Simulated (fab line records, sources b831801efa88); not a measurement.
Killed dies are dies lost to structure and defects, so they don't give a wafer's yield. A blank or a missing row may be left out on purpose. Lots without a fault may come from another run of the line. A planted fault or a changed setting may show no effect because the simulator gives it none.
Which tool did it? | flow gf180mcu | 6 lots, 18 wafers sampled, at 4 steps of a route of 602

WHAT THE GAUGES READ, wafer by wafer
GF_V1_THK_MEAS_01.
lot  | measured     | on            | V1_CVD_00_THK (nm)
L874 | day 17 18:35 | film_metro-01 | 591 599 602
L877 | day 18 18:39 | film_metro-02 | 590 615 618
L881 | day 20 13:04 | film_metro-01 | 591 592 599
L886 | day 22 01:50 | film_metro-01 | 711 725 712
L895 | day 25 01:23 | film_metro-02 | 600 608 604
L896 | day 25 10:40 | film_metro-01 | 596 605 589

WHICH TOOL RAN EACH LOT (tool, then ch and the chambers of the sampled wafers, then the start)
lot  | GF_CONTACT_CVD_24             | GF_CONTACT_CMP_27             | GF_V1_CVD_00
L874 | cvd_w-02 ch 0,1, day 16 17:48 | cmp-01 ch 1,3, day 16 18:05   | hdpcvd-01 ch 0,1,2, day 17 18:31
L877 | cvd_w-01 ch 0,1, day 17 17:27 | cmp-01 ch 0,1,3, day 17 17:47 | hdpcvd-02 ch 1,2, day 18 18:35
L881 | cvd_w-02 ch 1, day 19 10:59   | cmp-01 ch 0,1,2, day 19 11:35 | hdpcvd-02 ch 0,1,2, day 20 12:59
L886 | cvd_w-01 ch 0,1, day 21 00:19 | cmp-02 ch 1,2,3, day 21 00:44 | hdpcvd-01 ch 0,1, day 22 01:44
L895 | cvd_w-02 ch 1, day 24 01:11   | cmp-02 ch 0,2, day 24 01:34   | hdpcvd-01 ch 0,1,2, day 25 01:19
L896 | cvd_w-01 ch 0,1, day 24 10:21 | cmp-02 ch 0,3, day 24 10:38   | hdpcvd-02 ch 0,1,2, day 25 10:36
- GF_CONTACT_CVD_24: deposits W, target thk 300 nm, time 90.339 s.
- GF_CONTACT_CMP_27: polishes, stops on SiO2, t overpolish 15 s, target thk 0 nm.
- GF_V1_CVD_00: deposits SiO2, target thk 600 nm, time 100 s.

THE ANSWER, worked out from the rows above alone
Rule: what is usual is taken from the lots themselves. Put in order of their means at a reading, lots are off if they are a third of the lots or fewer, leave a main group of 4 or more, and stand apart from it by a gap of 3 or more times the standard deviation of the main group's means; of several such gaps the widest counts. A main group whose means are all the same, to the digits that the tables above print for the reading, isn't used. A lot without any number at a reading at which 4 lots or more have one is off too. The other lots that the step has rows for count as sound.
Off: L886, at GF_V1_THK_MEAS_01 (V1_CVD_00_THK). The main group: mean 600 nm, standard deviation 5.1.
A tool fits if, at a process step before that reading, it ran every lot that is off, and no sound lot after the first of them. The gauges at GF_V1_THK_MEAS_01 are tried like those tools. None of those tried fits.

WHAT THE SIMULATOR HAD PUT IN
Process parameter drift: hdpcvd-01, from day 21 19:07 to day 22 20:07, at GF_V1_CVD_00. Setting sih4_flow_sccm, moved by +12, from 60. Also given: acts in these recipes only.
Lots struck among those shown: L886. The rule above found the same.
